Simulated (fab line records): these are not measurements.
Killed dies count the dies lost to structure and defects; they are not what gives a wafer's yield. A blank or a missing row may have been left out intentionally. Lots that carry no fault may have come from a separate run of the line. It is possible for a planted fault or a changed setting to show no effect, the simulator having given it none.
Which of the tools did it? + flow sky130 + Sampling: 6 lots, 18 wafers, 2 of 708 route steps

== WHAT EACH GAUGE READ, for each wafer ==
SKY_CAPM_THK_MEAS_04: measures by xrf.
| lot  | measured     | on            | CAPM_TIN_THK (nm) |
|------|--------------|---------------|-------------------|
| L627 | day 37 01:14 | film metro-04 | 197.2 196.9 195.9 |
| L629 | day 37 08:28 | film metro-03 | 197.3 200.1 197.5 |
| L631 | day 38 01:16 | film metro-03 | 201.6 199.1 198.3 |
| L633 | day 38 21:11 | film metro-03 | 198.9 200.5 197.3 |
| L641 | day 41 03:07 | film metro-02 | 201.7 200.4 199.1 |
| L644 | day 41 13:20 | film metro-02 | 196.5 199.6 195.0 |

== WHAT TOOL EACH LOT RAN ON (gives the tool, then ch and the chambers of the sampled wafers, and finally the start) ==
| lot  | SKY_CONTACT_CMP_04            |
|------|-------------------------------|
| L627 | cmp-01 ch 0,1,3, day 31 01:40 |
| L629 | cmp-01 ch 0,1,2, day 31 11:28 |
| L631 | cmp-02 ch 0,2,3, day 32 05:23 |
| L633 | cmp-01 ch 0,1, day 33 01:52   |
| L641 | cmp-02 ch 1,2,3, day 35 12:59 |
| L644 | cmp-01 ch 2,3, day 35 23:53   |
- SKY_CONTACT_CMP_04: polishes SiO2.

== THE ANSWER, worked out from the rows above alone ==
Rule: the usual values come from the lots themselves. The widest of any qualifying gaps counts: lots, ordered by their means at a reading, are off when they make up no more than a third of the lots, leave a main group of 4 or more, and stand apart from it by 3 or more times the standard deviation of that group's means. A main group whose means are all the same, to the digits that the tables above print for the reading, isn't used. A lot without any number at a reading at which 4 lots or more have one is off too. Any other lot the step has rows for is counted as sound.
Across all readings shown, no lot is off: no conclusion can be drawn from this.

== WHAT HAD BEEN PUT IN BY THE SIMULATOR ==
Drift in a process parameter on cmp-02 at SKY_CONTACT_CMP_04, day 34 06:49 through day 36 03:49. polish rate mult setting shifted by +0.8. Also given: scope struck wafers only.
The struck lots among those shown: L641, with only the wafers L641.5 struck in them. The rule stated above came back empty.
